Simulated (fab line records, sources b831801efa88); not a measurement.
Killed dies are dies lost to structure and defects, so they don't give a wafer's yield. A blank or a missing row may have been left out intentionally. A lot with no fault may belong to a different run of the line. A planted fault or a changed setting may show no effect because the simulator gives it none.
8D (eight disciplines) problem report, filled in by code | flow sky130 | the parts of the form that need people (team, actions taken, sign-off) are left out

1. THE PROBLEM
oes_product_au at SKY_SONOS_ONO_STRIP_17 reads a mean of 0.930 a.u. on 3 wafers of 1 lot; wafers without a fault read 0.711 a.u. with a standard deviation of 0.0043. That is +51 standard deviations from the usual mean.
The step: strips in O2/N2.
First observed at day 15 12:48: wafer L754.2, on plasma_asher-01. The record holds 36 wafers of 12 lots with a number at this step. Rule for "out", or "out of limits": more than 4 standard deviations from the usual mean. The rest of the wafers with a number are treated as sound.

2. WHAT IT IS AND WHAT IT IS NOT
question                    | is                     | is not
which readings at this step | oes_product_au         | drypump_motor_current_A
which lots                  | L754                   | L745, L746, L747, L748, L749, L761, L763, L764, L766, L767, L768
which wafers of those lots  | all that have a number | -
read on which tools         | plasma_asher-01        | plasma_asher-03, plasma_asher-04
when                        | from day 15 12:48      | up to then (15 sound wafers); but 18 sound wafers of L761, L763, L764, L766, L767, L768 came after

3. SUSPECTS, AND WHAT RULES EACH OUT
Counting: a tool at any process step up to the reading remains a suspect when it ran all the lots that are out and ran no sound lot after the first of those.
- rie_diel-02 at SKY_FIELD_ISO_ETCH_15 (etches the open film in CHF3/O2, stops on Si, target depth 180 nm, time 72 s): ruled out as a lasting fault. Sound lots L766, L767 ran on it after its first lot that is out, L754 (day 4 02:48).
- plasma_asher-01 at SKY_SONOS_ONO_STRIP_17 (strips in O2/N2): ruled out as a lasting fault. Sound lots L761, L764, L766, L768 ran on it after its first lot that is out, L754 (day 15 12:48).
Left after counting: nothing in the record.

4. THE CAUSE (what the simulator had put in)
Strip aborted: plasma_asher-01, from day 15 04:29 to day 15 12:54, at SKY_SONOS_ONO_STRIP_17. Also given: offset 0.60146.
Counting ruled it out, wrongly.

5. SEQUENCE OF EFFECTS, ordered by route
Rows list readings where the struck wafers' mean (over those with a number) sits beyond 3 standard deviations from the usual. Only readings whose record carries a usual standard deviation are examined. hours: median over the lots of the time between each lot's start at the first step of this table that gives one and its start at this step. sigmas: the change, counted in usual standard deviations.
hours | step                   | reading             | usual      | on struck wafers | change | sigmas
0     | SKY_SONOS_ONO_STRIP_17 | oes_product_au      | 0.711 a.u. | 0.930            | +0.219 | +51
775   | SKY_PAD_OPEN_PROBE_99  | killed_at_front_end | 16         | 415              | +399   | +91
775   | SKY_PAD_OPEN_PROBE_99  | killed_dies         | 86         | 492              | +406   | +42
775   | SKY_PAD_OPEN_PROBE_99  | killed_on_rim       | 17         | 96               | +79    | +21
The process steps in it:
- SKY_SONOS_ONO_STRIP_17: strips in O2/N2.
- SKY_PAD_OPEN_PROBE_99
Readings that are blank on the struck wafers while sound wafers have them: strip_time_to_endpoint_s at SKY_SONOS_ONO_STRIP_17.

6. WHAT WOULD HAVE CAUGHT IT SOONER
In this record the first reading out of limits was taken at day 15 12:48, 8 hours after the fault began at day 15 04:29.
